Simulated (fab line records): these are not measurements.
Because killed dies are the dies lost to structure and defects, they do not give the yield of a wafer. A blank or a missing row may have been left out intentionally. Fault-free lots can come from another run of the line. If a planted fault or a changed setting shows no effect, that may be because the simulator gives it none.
Which of the tools did it?	flow gf180mcu	Sampling: 13 lots, 39 wafers, 4 of 602 route steps

## WHAT THE GAUGES SHOWED, per wafer
GF_TOP_METAL_THK_MEAS_06: measures by xrf.
lot	measured	on	TOP_METAL_ALCU_THK (nm)
L938	day 26 23:01	film-metro-02	894 883 896
L939	day 27 22:59	film-metro-01	916 906 918
L940	day 28 12:40	film-metro-01	897 905 899
L941	day 28 14:59	film-metro-01	903 905 907
L945	day 29 18:13	film-metro-02	912 935 912
L944	day 29 18:34	film-metro-01	902 903 905
L946	day 30 03:34	film-metro-01	902 888 897
L951	day 32 05:37	film-metro-02	904 907 913
L950	day 32 05:56	film-metro-04	905 878 914
L956	day 33 08:20	film-metro-01	904 914 900
L958	day 33 09:13	film-metro-01	906 902 906
L959	day 33 09:31	film-metro-01	903 885 905
L960	day 33 10:07	film-metro-02	907 921 925

## TOOL THAT RAN EACH LOT (tool first, then ch and the chambers of the sampled wafers, then the start)
lot	GF_V1_SPUTTER_21	GF_MIM_SPUTTER_07	GF_V5_CMP_04
L938	pvd-sputter-01, day 17 14:37	pvd-sputter-01, day 24 00:22	cmp-02 ch 0,2,3, day 26 00:23
L939	pvd-sputter-04, day 18 23:40	pvd-sputter-02, day 25 05:57	cmp-01 ch 0,2,3, day 27 00:47
L940	pvd-sputter-02, day 19 16:02	pvd-sputter-03, day 25 20:29	cmp-01 ch 0,1,2, day 27 14:56
L941	pvd-sputter-04, day 19 17:38	pvd-sputter-03, day 25 21:30	cmp-01 ch 0,1,3, day 27 16:52
L945	pvd-sputter-01, day 21 03:29	pvd-sputter-03, day 27 03:32	cmp-02 ch 1,2,3, day 28 20:50
L944	pvd-sputter-01, day 21 03:53	pvd-sputter-01, day 27 04:08	cmp-02 ch 0,1,3, day 28 21:23
L946	pvd-sputter-02, day 21 16:08	pvd-sputter-03, day 27 13:26	cmp-02 ch 1,3, day 29 05:54
L951	pvd-sputter-04, day 23 01:28	pvd-sputter-02, day 28 20:21	cmp-02 ch 1,2,3, day 30 11:27
L950	pvd-sputter-01, day 23 05:36	pvd-sputter-02, day 28 21:00	cmp-01 ch 0,1,3, day 30 12:29
L956	pvd-sputter-02, day 25 00:17	pvd-sputter-01, day 30 12:20	cmp-02 ch 0,1,2, day 32 17:40
L958	pvd-sputter-02, day 25 09:38	pvd-sputter-03, day 30 19:09	cmp-02 ch 1,2,3, day 32 18:46
L959	pvd-sputter-04, day 25 21:31	pvd-sputter-01, day 31 04:06	cmp-02 ch 0,2,3, day 32 19:28
L960	pvd-sputter-02, day 25 23:06	pvd-sputter-02, day 31 06:41	cmp-02 ch 0,1,2, day 32 20:22
- GF_V1_SPUTTER_21: material Ti, target thk 15 nm, time 80.02 s.
- GF_MIM_SPUTTER_07: material TiN, target thk 60 nm, time 50 s.
- GF_V5_CMP_04: polishes SiO2.

## AS READ BY THE TOOLS THEMSELVES (means over the sampled wafers that have a number; for cases with no such wafer, the mark the record gives instead)
GF_V1_SPUTTER_21.
lot	tool	chamber-pressure-pa (Pa)	substrate-temp-c (C)	throttle-valve-pct (%)
L938	pvd-sputter-01	4.989	199.99	29.0
L939	pvd-sputter-04	4.995	199.97	29.5
L940	pvd-sputter-02	5.008	200.03	30.4
L941	pvd-sputter-04	5.008	200.14	29.8
L945	pvd-sputter-01	4.991	200.03	30.0
L944	pvd-sputter-01	4.991	199.91	30.0
L946	pvd-sputter-02	5.002	200.18	31.4
L951	pvd-sputter-04	5.010	199.85	29.8
L950	pvd-sputter-01	5.002	199.97	29.4
L956	pvd-sputter-02	5.003	200.05	30.7
L958	pvd-sputter-02	5.005	199.98	30.2
L959	pvd-sputter-04	4.997	199.99	29.9
L960	pvd-sputter-02	4.995	200.21	30.6

GF_MIM_SPUTTER_07.
lot	tool	chamber-pressure-pa (Pa)	throttle-valve-pct (%)
L938	pvd-sputter-01	0.3996	29.4
L939	pvd-sputter-02	0.4001	30.0
L940	pvd-sputter-03	0.3998	29.7
L941	pvd-sputter-03	0.4002	28.6
L945	pvd-sputter-03	0.3995	29.2
L944	pvd-sputter-01	0.4005	29.7
L946	pvd-sputter-03	0.3998	29.2
L951	pvd-sputter-02	0.4010	29.6
L950	pvd-sputter-02	0.3999	30.6
L956	pvd-sputter-01	0.4010	29.6
L958	pvd-sputter-03	0.4002	29.8
L959	pvd-sputter-01	0.3992	29.3
L960	pvd-sputter-02	0.4000	30.7

GF_V5_CMP_04.
lot	tool	motor-current-A (A)
L938	cmp-02	11.1
L939	cmp-01	11.4
L940	cmp-01	11.1
L941	cmp-01	11.6
L945	cmp-02	11.8
L944	cmp-02	12.3
L946	cmp-02	12.2
L951	cmp-02	12.7
L950	cmp-01	11.9
L956	cmp-02	12.2
L958	cmp-02	12.5
L959	cmp-02	11.8
L960	cmp-02	12.3

## THE ANSWER, worked out from the rows above alone
Rule: what is usual is taken from the lots themselves. Put in order of their means at a reading, lots are off if they are a third of the lots or fewer, leave a main group of 4 or more, and stand apart from it by a gap of 3 or more times the standard deviation of the main group's means; of several such gaps the widest counts. A main group is skipped when, at the precision printed for the reading in the tables above, its means are all equal. A lot without any number at a reading at which 4 lots or more have one is off too. The other lots that the step has rows for count as sound. The gauges are gone through in route order, then the tools' own readings, and for those a lot's mean is taken as printed above. The first step at which some lot is off is used, and at that step the reading that is off furthest; a lot without a number counts as furthest.
None of the lots is off at any reading shown; this tells nothing.

## WHAT WAS PUT IN BY THE SIMULATOR
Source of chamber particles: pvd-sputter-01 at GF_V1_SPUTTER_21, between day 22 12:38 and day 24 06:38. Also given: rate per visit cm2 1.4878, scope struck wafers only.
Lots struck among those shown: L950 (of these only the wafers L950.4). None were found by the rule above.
